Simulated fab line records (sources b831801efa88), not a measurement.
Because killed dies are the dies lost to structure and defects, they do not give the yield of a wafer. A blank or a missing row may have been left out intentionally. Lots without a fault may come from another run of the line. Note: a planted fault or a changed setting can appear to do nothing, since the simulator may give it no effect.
fab line records | flow sky130
record: lots: 5 | wafers: 15 | last_day: 50
route steps=708 shown PWDE@50 NWELL@56 VT_ADJUST_HVTP@85 PAD_OPEN@708
lots untouched by any fault: they come from a run of this same line in which no faults occurred
start_h: hours from the record's first day to the start of the lot's first wafer shown | wait_h: hours since the lot's step before | " identical to the entry in the row above | L1.1+2: a single row standing in for several wafers | - either no value or no given start | * or withheld: withheld | < > ~ a bound
route shown NAME@n: NAME is a module with steps in the file, n the number in the route of the first one | usual: mean/standard deviation taken from wafers without a fault | same: alike in all rows | chamber/n: place in a boat | sites: the reading at each site | _std_site: the values' standard deviation | _edge_site: outer sites' mean less inner sites' | radius_mm: how far each site lies from the wafer's centre | mask NAME#n: copy n | behind: the last tool/chamber to shape the wafer | hold: why the lot went on hold/how many hours it stayed there/how the hold came to an end | device: the transistor (n, p or np) that didn't switch | end of line: tests of these same wafers at the route's end | step lacking rows: just its recipe | killed: the dies lost at the first sort to structure and to defects; this is not the yield of the wafer | map: the dies of a wafer, with x for killed, . for not killed, _ for no die there
set.NAME: the run value of the setting; set.NAME@STEP: its run value at that earlier step | model.NAME: the simulator's own value behind a step, which no gauge read
certain route steps with their lots: each step a table, each wafer a row
services: from which hour (start_h, from the record's first day; less than 0 if before it) a tool's chamber was out of use, for how many hours, and why
== steps ==
step: SKY_PWDE_PEB_05
recipe: temp_c: 115 | time_s: withheld
step: SKY_PWDE_DEVELOP_06
recipe: wall_angle_deg: 90 | developer: TMAH | develop_time_s: 60 | dev_temp_c: 23
step: SKY_PWDE_OVL_MEAS_07
usual: PWDE_OVL: -1.5/1.4
lot.wafer | tool       | chamber | start_h | wait_h | PWDE_OVL[nm]
L231.2    | overlay-02 | -       | 82.63   | -      | -3.4
L231.3    | "          | -       | "       | "      | -2.5
L231.6    | "          | -       | "       | "      | -2.3
L238.2    | overlay-01 | -       | 134.48  | -      | -2.5
L238.4    | "          | -       | "       | "      | -1.0
L238.6    | "          | -       | "       | "      | -5.6
L239.1    | overlay-02 | -       | 141.38  | -      | -2.9
L239.5    | "          | -       | "       | "      | -0.8
L239.6    | "          | -       | "       | "      | -0.4
L247.1    | overlay-01 | -       | 178.41  | -      | -0.2
L247.3    | "          | -       | "       | "      | -0.2
L247.4    | "          | -       | "       | "      | 0.3
L251.1    | overlay-02 | -       | 199.78  | -      | -1.2
L251.3    | "          | -       | "       | "      | -0.6
L251.5    | "          | -       | "       | "      | -3.5
step: SKY_PWDE_IMPLANT_08
recipe: species: B | energy_kev: 150 | dose_cm2: 3.6e+12 | tilt_deg: withheld
step: SKY_PWDE_STRIP_09
recipe: chemistry: O2/N2 | power_w: 1400 | pressure_mtorr: 1500 | platen_temp_c: withheld | o2_flow_sccm: 3000 | n2_flow_sccm: 300 | overash_fraction: 0.5
usual: drypump_motor_current_A: 5.6/0.31 | oes_product_au: 0.723/0.0046 | strip_time_to_endpoint_s: 36.95/0.12
lot.wafer | tool            | chamber | start_h | wait_h | drypump_motor_current_A | oes_product_au | rf_hours_counter_h | strip_time_to_endpoint_s
L231.2    | plasma_asher-01 | 1       | 82.81   | 0.1    | 5.8                     | 0.725          | 40                 | 36.90
L231.3    | "               | 0       | "       | "      | 5.3                     | 0.717          | -                  | 37.06
L231.6    | "               | 1       | "       | "      | 5.8                     | 0.720          | -                  | 36.88
L238.2    | plasma_asher-01 | 1       | 134.66  | 0.1    | 5.8                     | 0.724          | 46                 | 36.78
L238.4    | "               | 1       | "       | "      | 5.8                     | 0.725          | -                  | 36.79
L238.6    | "               | 0       | "       | "      | 5.3                     | 0.712          | -                  | 36.75
L239.1    | plasma_asher-01 | 0       | 141.56  | 0.1    | 5.3                     | 0.728          | 46                 | 37.02
L239.5    | "               | 1       | "       | "      | 5.9                     | 0.725          | -                  | 36.92
L239.6    | "               | 0       | "       | "      | 5.3                     | 0.721          | -                  | 37.04
L247.1    | plasma_asher-01 | 0       | 178.59  | 0.1    | 5.3                     | 0.722          | 50                 | 36.91
L247.3    | "               | 0       | "       | "      | 5.3                     | 0.721          | -                  | 36.99
L247.4    | "               | 1       | "       | "      | 5.8                     | 0.711          | -                  | 36.91
L251.1    | plasma_asher-03 | 0       | 199.96  | 0.1    | 5.4                     | 0.721          | 39                 | 36.81
L251.3    | "               | 0       | "       | "      | 5.4                     | 0.716          | -                  | 36.93
L251.5    | "               | 1       | "       | "      | 5.2                     | 0.721          | -                  | 36.83
step: SKY_PWDE_TW_MEAS_10
usual: PWDE_TW: 373.8/2.7
lot.wafer | tool          | chamber | start_h | wait_h | PWDE_TW
L231.2    | film_metro-01 | -       | 82.92   | 0.1    | 375.4
L231.3    | "             | -       | "       | "      | 376.5
L231.6    | "             | -       | "       | "      | 375.3
L238.2    | film_metro-04 | -       | 134.77  | 0.1    | 373.2
L238.4    | "             | -       | "       | "      | 375.9
L238.6    | "             | -       | "       | "      | 374.3
L239.1    | film_metro-04 | -       | 141.66  | 0.1    | 369.7
L239.5    | "             | -       | "       | "      | 371.6
L239.6    | "             | -       | "       | "      | 372.8
L247.1    | film_metro-03 | -       | 178.69  | 0.1    | 371.4
L247.3    | "             | -       | "       | "      | 371.8
L247.4    | "             | -       | "       | "      | 371.4
L251.1    | film_metro-04 | -       | 200.06  | 0.1    | 375.4
L251.3    | "             | -       | "       | "      | 376.0
L251.5    | "             | -       | "       | "      | 375.0
step: SKY_NWELL_DEHYDRATE_03
recipe: temp_c: 200 | time_s: 60
step: SKY_NWELL_HMDS_04
recipe: prime_time_s: 60 | prime_temp_c: 120
step: SKY_NWELL_COAT_05
recipe: spin_rpm: 2000 | resist_thk_nm: 3000
step: SKY_NWELL_SOFTBAKE_06
recipe: temp_c: 110 | time_s: withheld
step: SKY_NWELL_EXPOSE_07
recipe: mask_id: NWM | na: 0.6 | source_shape: conventional | sigma_outer: 0.6 | polarization: unpolarized | target_cd_nm: 840 | dose_mj: 255
step: SKY_NWELL_PEB_08
recipe: temp_c: 115 | time_s: withheld
step: SKY_NWELL_DEVELOP_09
recipe: wall_angle_deg: 90 | developer: TMAH | develop_time_s: 60 | dev_temp_c: 23
lot.wafer  | tool           | chamber | start_h | wait_h
L231.2+3+6 | litho_track-02 | 0       | 98      | -
L238.2+4+6 | litho_track-02 | 0       | 153     | -
L239.1+5+6 | litho_track-02 | 0       | 161     | -
L247.1+3+4 | litho_track-03 | 0       | 199     | -
L251.1+3+5 | litho_track-01 | 0       | 220     | -
step: SKY_NWELL_OVL_MEAS_10
usual: NWELL_00_OVL: -1.2/1.3
lot.wafer | tool       | chamber | start_h | wait_h | NWELL_00_OVL[nm]
L231.2    | overlay-02 | -       | 99.02   | -      | -0.6
L231.3    | "          | -       | "       | "      | 1.2
L231.6    | "          | -       | "       | "      | -1.5
L238.2    | overlay-01 | -       | 154.02  | -      | -2.9
L238.4    | "          | -       | "       | "      | -3.7
L238.6    | "          | -       | "       | "      | -2.8
L239.1    | overlay-02 | -       | 161.77  | -      | -1.7
L239.5    | "          | -       | "       | "      | -1.6
L239.6    | "          | -       | "       | "      | -2.1
L247.1    | overlay-01 | -       | 199.84  | -      | -1.2
L247.3    | "          | -       | "       | "      | -5.4
L247.4    | "          | -       | "       | "      | -1.5
L251.1    | overlay-01 | -       | 220.81  | -      | -2.6
L251.3    | "          | -       | "       | "      | -1.9
L251.5    | "          | -       | "       | "      | -1.6
step: SKY_NWELL_IMPLANT_11
recipe: species: P | energy_kev: 400 | dose_cm2: 1.9e+13 | tilt_deg: withheld
step: SKY_NWELL_IMPLANT_12
recipe: species: P | energy_kev: 120 | dose_cm2: 1.3e+12 | tilt_deg: withheld
step: SKY_NWELL_IMPLANT_13
recipe: species: P | energy_kev: 50 | dose_cm2: 7e+11 | tilt_deg: withheld
step: SKY_NWELL_STRIP_14
recipe: chemistry: O2/N2 | power_w: 1400 | pressure_mtorr: 1500 | platen_temp_c: withheld | o2_flow_sccm: 3000 | n2_flow_sccm: 300 | overash_fraction: 0.5
usual: drypump_motor_current_A: 5.67/0.28 | oes_product_au: 0.722/0.0043 | strip_time_to_endpoint_s: 36.95/0.094
lot.wafer | tool            | chamber | start_h | wait_h | drypump_motor_current_A | oes_product_au | rf_hours_counter_h | strip_time_to_endpoint_s
L231.2    | plasma_asher-01 | 1       | 99.50   | 0.1    | 5.85                    | 0.718          | 41                 | 36.96
L231.3    | "               | 0       | "       | "      | 5.34                    | 0.721          | -                  | 36.94
L231.6    | "               | 0       | "       | "      | 5.34                    | 0.723          | -                  | 36.90
L238.2    | plasma_asher-02 | 0       | 154.50  | 0.1    | 6.12                    | 0.723          | 44                 | 37.05
L238.4    | "               | 1       | "       | "      | 5.33                    | 0.727          | -                  | 36.94
L238.6    | "               | 0       | "       | "      | 6.11                    | 0.719          | -                  | 37.01
L239.1    | plasma_asher-02 | 1       | 162.25  | 0.1    | 5.35                    | 0.718          | 45                 | 36.87
L239.5    | "               | 0       | "       | "      | 6.05                    | 0.717          | -                  | 37.05
L239.6    | "               | 1       | "       | "      | 5.34                    | 0.722          | -                  | 37.08
L247.1    | plasma_asher-04 | 0       | 200.33  | 0.1    | 5.70                    | 0.723          | 8                  | 36.84
L247.3    | "               | 1       | "       | "      | 5.84                    | 0.729          | -                  | 36.83
L247.4    | "               | 0       | "       | "      | 5.71                    | 0.716          | -                  | 36.95
L251.1    | plasma_asher-02 | 0       | 221.29  | 0.1    | 6.08                    | 0.728          | 51                 | 36.97
L251.3    | "               | 0       | "       | "      | 6.10                    | 0.719          | -                  | 37.04
L251.5    | "               | 0       | "       | "      | 6.06                    | 0.717          | -                  | 36.93
step: SKY_NWELL_TW_MEAS_15
usual: NWELL_TW: 1823/12
lot.wafer | tool          | chamber | start_h | wait_h | NWELL_TW
L231.2    | film_metro-01 | -       | 99.61   | 0.1    | 1824
L231.3    | "             | -       | "       | "      | 1837
L231.6    | "             | -       | "       | "      | 1843
L238.2    | film_metro-04 | -       | 154.61  | 0.1    | 1812
L238.4    | "             | -       | "       | "      | 1815
L238.6    | "             | -       | "       | "      | 1807
L239.1    | film_metro-04 | -       | 162.35  | 0.1    | 1804
L239.5    | "             | -       | "       | "      | 1808
L239.6    | "             | -       | "       | "      | 1798
L247.1    | film_metro-04 | -       | 200.43  | 0.1    | 1816
L247.3    | "             | -       | "       | "      | 1810
L247.4    | "             | -       | "       | "      | 1806
L251.1    | film_metro-01 | -       | 221.39  | 0.1    | 1836
L251.3    | "             | -       | "       | "      | 1827
L251.5    | "             | -       | "       | "      | 1828
step: SKY_NWELL_DEHYDRATE_16
recipe: temp_c: 200 | time_s: 60
step: SKY_NWELL_HMDS_17
recipe: prime_time_s: 60 | prime_temp_c: 120
step: SKY_NWELL_COAT_18
recipe: spin_rpm: 2000 | resist_thk_nm: 3000
step: SKY_NWELL_SOFTBAKE_19
recipe: temp_c: 110 | time_s: withheld
step: SKY_NWELL_EXPOSE_20
recipe: mask_id: NWM_COMPLEMENT | na: 0.6 | source_shape: conventional | sigma_outer: 0.6 | polarization: unpolarized | target_cd_nm: 840 | dose_mj: 260
step: SKY_NWELL_PEB_21
recipe: temp_c: 115 | time_s: withheld
step: SKY_NWELL_DEVELOP_22
recipe: wall_angle_deg: 90 | developer: TMAH | develop_time_s: 60 | dev_temp_c: 23
step: SKY_NWELL_OVL_MEAS_23
usual: NWELL_01_OVL: -0.9/1.2
lot.wafer | tool       | chamber | start_h | wait_h | NWELL_01_OVL[nm]
L231.2    | overlay-01 | -       | 116.85  | -      | -0.5
L231.3    | "          | -       | "       | "      | -1.8
L231.6    | "          | -       | "       | "      | -0.2
L238.2    | overlay-02 | -       | 174.07  | -      | 0.5
L238.4    | "          | -       | "       | "      | 0.2
L238.6    | "          | -       | "       | "      | 0.9
L239.1    | overlay-02 | -       | 182.39  | -      | -0.4
L239.5    | "          | -       | "       | "      | 2.1
L239.6    | "          | -       | "       | "      | -0.5
L247.1    | overlay-01 | -       | 221.24  | -      | -1.7
L247.3    | "          | -       | "       | "      | -2.5
L247.4    | "          | -       | "       | "      | -1.3
L251.1    | overlay-01 | -       | 243.87  | -      | -3.7
L251.3    | "          | -       | "       | "      | -2.3
L251.5    | "          | -       | "       | "      | -2.3
step: SKY_NWELL_IMPLANT_24
recipe: species: B | energy_kev: 140 | dose_cm2: 9.2e+12 | tilt_deg: withheld
step: SKY_NWELL_STRIP_25
recipe: chemistry: O2/N2 | power_w: 1400 | pressure_mtorr: 1500 | platen_temp_c: withheld | o2_flow_sccm: 3000 | n2_flow_sccm: 300 | overash_fraction: 0.5
usual: drypump_motor_current_A: 5.69/0.29 | oes_product_au: 0.723/0.0047 | strip_time_to_endpoint_s: 36.94/0.084
lot.wafer | tool            | chamber | start_h | wait_h | drypump_motor_current_A | oes_product_au | rf_hours_counter_h | strip_time_to_endpoint_s
L231.2    | plasma_asher-02 | 1       | 117.03  | 0.1    | 5.34                    | 0.721          | 40                 | 36.98
L231.3    | "               | 1       | "       | "      | 5.36                    | 0.727          | -                  | 36.96
L231.6    | "               | 0       | "       | "      | 6.08                    | 0.720          | -                  | 36.94
L238.2    | plasma_asher-01 | 1       | 174.25  | 0.1    | 5.83                    | 0.727          | 50                 | 36.79
L238.4    | "               | 0       | "       | "      | 5.34                    | 0.718          | -                  | 36.77
L238.6    | "               | 0       | "       | "      | 5.36                    | 0.727          | -                  | 36.91
L239.1    | plasma_asher-02 | 1       | 182.58  | 0.1    | 5.35                    | 0.716          | 47                 | 36.75
L239.5    | "               | 1       | "       | "      | 5.35                    | 0.719          | -                  | 36.80
L239.6    | "               | 0       | "       | "      | 6.09                    | 0.722          | -                  | 36.78
L247.1    | plasma_asher-04 | 0       | 221.43  | 0.1    | 5.70                    | 0.727          | 11                 | 36.93
L247.3    | "               | 0       | "       | "      | 5.72                    | 0.730          | -                  | 36.91
L247.4    | "               | 1       | "       | "      | 5.84                    | 0.727          | -                  | 37.00
L251.1    | plasma_asher-01 | 1       | 244.05  | 0.1    | 5.81                    | 0.720          | 56                 | 36.90
L251.3    | "               | 0       | "       | "      | 5.36                    | 0.722          | -                  | 36.91
L251.5    | "               | 1       | "       | "      | 5.81                    | 0.718          | -                  | 36.92
step: SKY_NWELL_TW_MEAS_26
usual: NWELL_2_TW: 496/3
lot.wafer | tool          | chamber | start_h | wait_h | NWELL_2_TW
L231.2    | film_metro-01 | -       | 117.14  | 0.1    | 501
L231.3    | "             | -       | "       | "      | 501
L231.6    | "             | -       | "       | "      | 499
L238.2    | film_metro-04 | -       | 174.36  | 0.1    | 495
L238.4    | "             | -       | "       | "      | 493
L238.6    | "             | -       | "       | "      | 496
L239.1    | film_metro-04 | -       | 182.68  | 0.1    | 496
L239.5    | "             | -       | "       | "      | 494
L239.6    | "             | -       | "       | "      | 496
L247.1    | film_metro-04 | -       | 221.53  | 0.1    | 498
L247.3    | "             | -       | "       | "      | 495
L247.4    | "             | -       | "       | "      | 497
L251.1    | film_metro-04 | -       | 244.15  | 0.1    | 494
L251.3    | "             | -       | "       | "      | 499
L251.5    | "             | -       | "       | "      | 497
step: SKY_NWELL_CLEAN_27
recipe: chemistry: SC1/SC2 | mix: 1:4:20 | temp_c: 70 | time_s: 150 | dry: n2_spin
step: SKY_NWELL_RTA_28
recipe: temp_c: 1050 | time_s: 30 | idle_temp_c: 650 | ramp_up_c_per_s: 150 | ramp_down_c_per_s: 90 | ambient: N2
usual: lamp_power_pct: 25.30/0.06 | wafer_temp_C_max: 1054.8/0.88
lot.wafer | tool          | chamber | start_h | wait_h | lamp_power_pct | wafer_temp_C_max
L231.2    | rtp_anneal-01 | 0       | 117.25  | 0.0    | 25.29          | 1054.8
L231.3    | "             | 0       | "       | "      | 25.33          | 1054.4
L231.6    | "             | 0       | "       | "      | 25.42          | 1054.1
L238.2    | rtp_anneal-01 | 0       | 174.48  | 0.0    | 25.24          | 1055.3
L238.4    | "             | 0       | "       | "      | 25.14          | 1055.2
L238.6    | "             | 0       | "       | "      | 25.33          | 1053.2
L239.1    | rtp_anneal-02 | 0       | 182.79  | 0.0    | 25.34          | 1056.1
L239.5    | "             | 0       | "       | "      | 25.27          | 1055.5
L239.6    | "             | 0       | "       | "      | 25.30          | 1053.4
L247.1    | rtp_anneal-02 | 0       | 221.64  | 0.0    | 25.35          | 1054.9
L247.3    | "             | 0       | "       | "      | 25.23          | 1056.5
L247.4    | "             | 0       | "       | "      | 25.27          | 1053.5
L251.1    | rtp_anneal-01 | 0       | 244.26  | 0.0    | 25.18          | 1054.3
L251.3    | "             | 0       | "       | "      | 25.44          | 1055.8
L251.5    | "             | 0       | "       | "      | 25.34          | 1054.1
step: SKY_NWELL_RS_MEAS_29
recipe: thk_meas_gauge: four-point-probe
usual: NWELL_RS: 625.3/1.9
lot.wafer | tool          | chamber | start_h | wait_h | NWELL_RS[ohm/sq]
L231.2    | film_metro-04 | -       | 117.36  | 0.1    | 626.5
L231.3    | "             | -       | "       | "      | 626.3
L231.6    | "             | -       | "       | "      | 625.8
L238.2    | film_metro-03 | -       | 174.58  | 0.1    | 625.3
L238.4    | "             | -       | "       | "      | 624.4
L238.6    | "             | -       | "       | "      | 625.1
L239.1    | film_metro-04 | -       | 182.89  | 0.1    | 626.7
L239.5    | "             | -       | "       | "      | 626.7
L239.6    | "             | -       | "       | "      | 625.3
L247.1    | film_metro-01 | -       | 221.74  | 0.1    | 625.6
L247.3    | "             | -       | "       | "      | 626.4
L247.4    | "             | -       | "       | "      | 625.1
L251.1    | film_metro-04 | -       | 244.36  | 0.1    | 624.6
L251.3    | "             | -       | "       | "      | 624.9
L251.5    | "             | -       | "       | "      | 623.3
step: SKY_NWELL_RS_MEAS_31
recipe: thk_meas_gauge: four-point-probe
usual: PWDE_RS: 5279/16
lot.wafer | tool          | chamber | start_h | wait_h | PWDE_RS[ohm/sq]
L231.2    | film_metro-04 | -       | 117.60  | 0.1    | 5300
L231.3    | "             | -       | "       | "      | 5283
L231.6    | "             | -       | "       | "      | 5278
L238.2    | film_metro-03 | -       | 174.82  | 0.1    | 5264
L238.4    | "             | -       | "       | "      | 5279
L238.6    | "             | -       | "       | "      | 5255
L239.1    | film_metro-04 | -       | 183.13  | 0.1    | 5292
L239.5    | "             | -       | "       | "      | 5268
L239.6    | "             | -       | "       | "      | 5285
L247.1    | film_metro-01 | -       | 221.98  | 0.1    | 5285
L247.3    | "             | -       | "       | "      | 5286
L247.4    | "             | -       | "       | "      | 5285
L251.1    | film_metro-04 | -       | 244.60  | 0.1    | 5278
L251.3    | "             | -       | "       | "      | 5272
L251.5    | "             | -       | "       | "      | 5265
step: SKY_VT_ADJUST_HVTP_DEHYDRATE_00
recipe: temp_c: 200 | time_s: 60
step: SKY_VT_ADJUST_HVTP_HMDS_01
recipe: prime_time_s: 60 | prime_temp_c: 120
step: SKY_VT_ADJUST_HVTP_COAT_02
recipe: resist: NOVOLAK | spin_rpm: 3000 | resist_thk_nm: 1140
step: SKY_VT_ADJUST_HVTP_SOFTBAKE_03
recipe: temp_c: 90 | time_s: 60 | resist: NOVOLAK
step: SKY_VT_ADJUST_HVTP_EXPOSE_04
recipe: mask_id: HVTPM | na: 0.6 | source_shape: conventional | sigma_outer: 0.6 | polarization: unpolarized | target_cd_nm: 380 | dose_mj: 140
step: SKY_VT_ADJUST_HVTP_PEB_05
recipe: temp_c: withheld | time_s: * | resist: NOVOLAK
step: SKY_VT_ADJUST_HVTP_DEVELOP_06
recipe: resist: NOVOLAK | developer: TMAH | develop_time_s: 60 | dev_temp_c: 23
step: SKY_PAD_OPEN_PROBE_99
usual: killed_at_M0_to_M3: 44/6.9 | killed_at_M4_up: 3.3/2.1 | killed_at_contacts: 24/4.8 | killed_at_front_end: 15/4.4 | killed_at_other: 0.2/0.48 | killed_dies: 87/9.5 | killed_on_rim: 17/4 | killed_open: 48/6.5 | killed_short: 39/6.3
same: gross_dies: 492 | killed_at_back_side: 0
lot.wafer | tool      | chamber | start_h | wait_h | killed_at_M0_to_M3 | killed_at_M4_up | killed_at_contacts | killed_at_front_end | killed_at_other | killed_dies | killed_on_rim | killed_open | killed_short | model.etest.res_nwell.width_nm | model.etest.res_iso_pwell.width_nm
L231.2    | prober-01 | -       | 1089.45 | 0.1    | 40                 | 5               | 36                 | 8                   | 0               | 89          | 16            | 47          | 42           | 834.8                          | 2646
L231.3    | prober-01 | -       | 1089.50 | 0.2    | 40                 | 3               | 21                 | 14                  | 0               | 78          | 13            | 45          | 33           | 836                            | 2649
L231.6    | prober-01 | -       | 1089.65 | 0.2    | 49                 | 2               | 27                 | 13                  | 0               | 91          | 15            | 47          | 44           | 836                            | 2648
L238.2    | prober-02 | -       | 1141.09 | 0.1    | 46                 | 2               | 30                 | 16                  | 0               | 94          | 22            | 52          | 42           | 820.2                          | 2654
L238.4    | prober-02 | -       | 1141.19 | 0.2    | 35                 | 2               | 19                 | 9                   | 0               | 65          | 15            | 37          | 28           | 826.5                          | 2664
L238.6    | prober-02 | -       | 1141.29 | 0.2    | 49                 | 1               | 18                 | 11                  | 0               | 79          | 15            | 45          | 34           | 825.6                          | 2660
L239.1    | prober-01 | -       | 1152.15 | 0.1    | 55                 | 5               | 28                 | 16                  | 1               | 105         | 20            | 64          | 41           | 824.1                          | 2684
L239.5    | prober-01 | -       | 1152.35 | 0.2    | 46                 | 7               | 27                 | 14                  | 0               | 94          | 23            | 60          | 34           | 778.9                          | 2697
L239.6    | prober-01 | -       | 1152.40 | 0.2    | 57                 | 1               | 25                 | 11                  | 0               | 94          | 8             | 57          | 37           | 818.3                          | 2660
L247.1    | prober-01 | -       | 1179.99 | 0.1    | 34                 | 1               | 24                 | 19                  | 0               | 78          | 13            | 46          | 32           | 848.4                          | 2642
L247.3    | prober-01 | -       | 1180.09 | 0.2    | 33                 | 0               | 27                 | 16                  | 0               | 76          | 19            | 39          | 37           | 845.2                          | 2640
L247.4    | prober-01 | -       | 1180.14 | 0.2    | 45                 | 2               | 26                 | 16                  | 0               | 89          | 19            | 56          | 33           | 849.8                          | 2625
L251.1    | prober-01 | -       | 1196.74 | 0.1    | 39                 | 0               | 23                 | 22                  | 0               | 84          | 17            | 46          | 38           | 829.2                          | 2645
L251.3    | prober-01 | -       | 1196.84 | 0.2    | 47                 | 3               | 21                 | 20                  | 0               | 91          | 16            | 51          | 40           | 829                            | 2660
L251.5    | prober-01 | -       | 1196.94 | 0.2    | 36                 | 3               | 22                 | 17                  | 0               | 78          | 7             | 40          | 38           | 833.4                          | 2655
killed by level:class
L231.2 VIA1:geometric_particle:open=14 CONTACT:geometric_particle:open=11 LI_CONTACT:geometric_particle:open=8 CONTACT:geometric_particle:short=8 METAL1:geometric_particle:short=5 LI_CONTACT:geometric_particle:short=4 METAL2:geometric_particle:short=4 VIA3:geometric_particle:short=4
L231.3 VIA1:geometric_particle:open=8 CONTACT:geometric_particle:open=7 VIA3:geometric_particle:open=6 CONTACT:geometric_particle:short=6 POLY_GATE:geometric_particle:open=5 METAL1:geometric_particle:short=5 VIA2:geometric_particle:short=4 FIELD_ISO:geometric_particle:open=3
L231.6 LI_CONTACT:geometric_particle:open=9 METAL2:geometric_particle:short=9 VIA1:geometric_particle:open=8 CONTACT:geometric_particle:open=7 METAL1:geometric_particle:short=6 VIA2:geometric_particle:short=6 VIA1:geometric_particle:short=5 VIA3:geometric_particle:open=5
L238.2 VIA1:geometric_particle:open=12 LI_CONTACT:geometric_particle:open=11 CONTACT:geometric_particle:open=6 VIA1:geometric_particle:short=6 METAL2:geometric_particle:short=6 VIA3:geometric_particle:open=5 LOCAL_INTERCONNECT:geometric_particle:short=5 FIELD_ISO:geometric_particle:short=4
L238.4 CONTACT:geometric_particle:open=11 VIA1:geometric_particle:open=8 VIA2:geometric_particle:open=5 METAL2:geometric_particle:short=5 METAL3:geometric_particle:short=4 VIA2:geometric_particle:short=4 LI_CONTACT:geometric_particle:open=3 METAL1:geometric_particle:short=3
L238.6 CONTACT:geometric_particle:open=12 VIA1:geometric_particle:open=10 METAL2:geometric_particle:short=7 METAL1:geometric_particle:short=6 VIA3:geometric_particle:open=6 VIA1:geometric_particle:short=5 FIELD_ISO:geometric_particle:open=4 CONTACT:geometric_particle:short=3
L239.1 LI_CONTACT:geometric_particle:open=12 VIA2:geometric_particle:open=12 CONTACT:geometric_particle:open=10 METAL2:geometric_particle:short=8 VIA1:geometric_particle:short=7 VIA1:geometric_particle:open=7 VIA3:geometric_particle:open=7 FIELD_ISO:geometric_particle:open=6
L239.5 VIA1:geometric_particle:open=18 VIA3:geometric_particle:open=9 CONTACT:geometric_particle:open=8 LI_CONTACT:geometric_particle:open=7 VIA2:geometric_particle:open=7 FIELD_ISO:geometric_particle:open=6 CONTACT:geometric_particle:short=6 FIELD_ISO:geometric_particle:short=5
L239.6 VIA1:geometric_particle:open=11 VIA2:geometric_particle:open=10 VIA3:geometric_particle:open=10 CONTACT:geometric_particle:open=9 LI_CONTACT:geometric_particle:open=8 METAL3:geometric_particle:short=6 LOCAL_INTERCONNECT:geometric_particle:short=5 POLY_GATE:geometric_particle:open=4
L247.1 VIA1:geometric_particle:open=12 POLY_GATE:geometric_particle:open=10 LI_CONTACT:geometric_particle:open=7 CONTACT:geometric_particle:open=7 LOCAL_INTERCONNECT:geometric_particle:short=5 METAL2:geometric_particle:short=5 FIELD_ISO:geometric_particle:short=4 CONTACT:geometric_particle:short=4
L247.3 CONTACT:geometric_particle:open=10 VIA1:geometric_particle:open=8 VIA1:geometric_particle:short=7 LI_CONTACT:geometric_particle:open=5 CONTACT:geometric_particle:short=5 FIELD_ISO:geometric_particle:open=4 FIELD_ISO:geometric_particle:short=4 POLY_GATE:geometric_particle:open=4
L247.4 CONTACT:geometric_particle:open=14 VIA1:geometric_particle:open=14 VIA2:geometric_particle:open=11 LI_CONTACT:geometric_particle:open=5 FIELD_ISO:geometric_particle:short=4 POLY_GATE:geometric_particle:open=4 POLY_GATE:geometric_particle:short=4 METAL1:geometric_particle:short=4
L251.1 VIA1:geometric_particle:open=9 FIELD_ISO:geometric_particle:short=7 CONTACT:geometric_particle:open=7 POLY_GATE:geometric_particle:open=6 LI_CONTACT:geometric_particle:open=6 VIA1:geometric_particle:short=5 VIA3:geometric_particle:open=5 LI_CONTACT:geometric_particle:short=4
L251.3 VIA1:geometric_particle:open=15 VIA2:geometric_particle:open=10 METAL2:geometric_particle:short=8 CONTACT:geometric_particle:open=7 POLY_GATE:geometric_particle:short=6 LOCAL_INTERCONNECT:geometric_particle:short=6 FIELD_ISO:geometric_particle:short=5 POLY_GATE:geometric_particle:open=5
L251.5 CONTACT:geometric_particle:open=8 VIA1:geometric_particle:open=7 LI_CONTACT:geometric_particle:open=5 METAL1:geometric_particle:short=5 CONTACT:geometric_particle:short=5 VIA3:geometric_particle:open=5 VIA2:geometric_particle:open=5 METAL2:geometric_particle:short=4
== services ==
tool            | chamber | start_h | hours | kind
plasma_asher-04 | -       | 75.52   | 1.9   | repair
plasma_asher-04 | -       | 108.75  | 9.0   | pm
plasma_asher-04 | 0       | 108.75  | 9.0   | vent_cycle
plasma_asher-04 | 1       | 108.75  | 9.0   | vent_cycle
plasma_asher-02 | -       | 109.30  | 1.4   | repair
plasma_asher-03 | -       | 116.08  | 3.6   | repair
plasma_asher-04 | 0       | 117.75  | -     | clean
plasma_asher-04 | 1       | 117.75  | -     | clean
plasma_asher-03 | -       | 135.07  | 4.3   | repair
plasma_asher-02 | -       | 155.98  | 1.5   | repair
plasma_asher-03 | -       | 190.02  | 7.8   | repair
plasma_asher-03 | -       | 198.12  | 1.5   | repair
plasma_asher-01 | -       | 204.45  | 7.6   | repair
plasma_asher-03 | -       | 208.38  | 2.8   | pm
plasma_asher-03 | -       | 211.58  | 2.3   | repair
plasma_asher-03 | -       | 217.37  | 2.9   | repair
plasma_asher-04 | -       | 241.08  | 2.8   | pm
plasma_asher-04 | -       | 244.00  | 10.5  | repair
== key ==
first_sign none at tools or gauges
model_effect: step: SKY_PAD_OPEN_PROBE_99 | value: etest.res_nwell.width_nm | without: 821.7 | struck: 778.9
met_at SKY_NWELL_DEVELOP_09
struck_wafers L239.5
tester_left_out L239
onset_between 153 161
fault: kind: process_parameter_drift | tool: litho_track-02 | chamber: - | onset_h: 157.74 | steps: SKY_NWELL_DEVELOP_09 | channel: develop_time_s | offset: * | shape: step | end_h: 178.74 | scope: struck_wafers_only | acts_in: * | stated: *
tester_left_out: of these lots the tester's yield and bins aren't shown, on N5 and GAA mostly nor the transistor test; their killed dies are dies lost to structure and defects alone, not to doping, threshold or leakage, so they don't give the yield
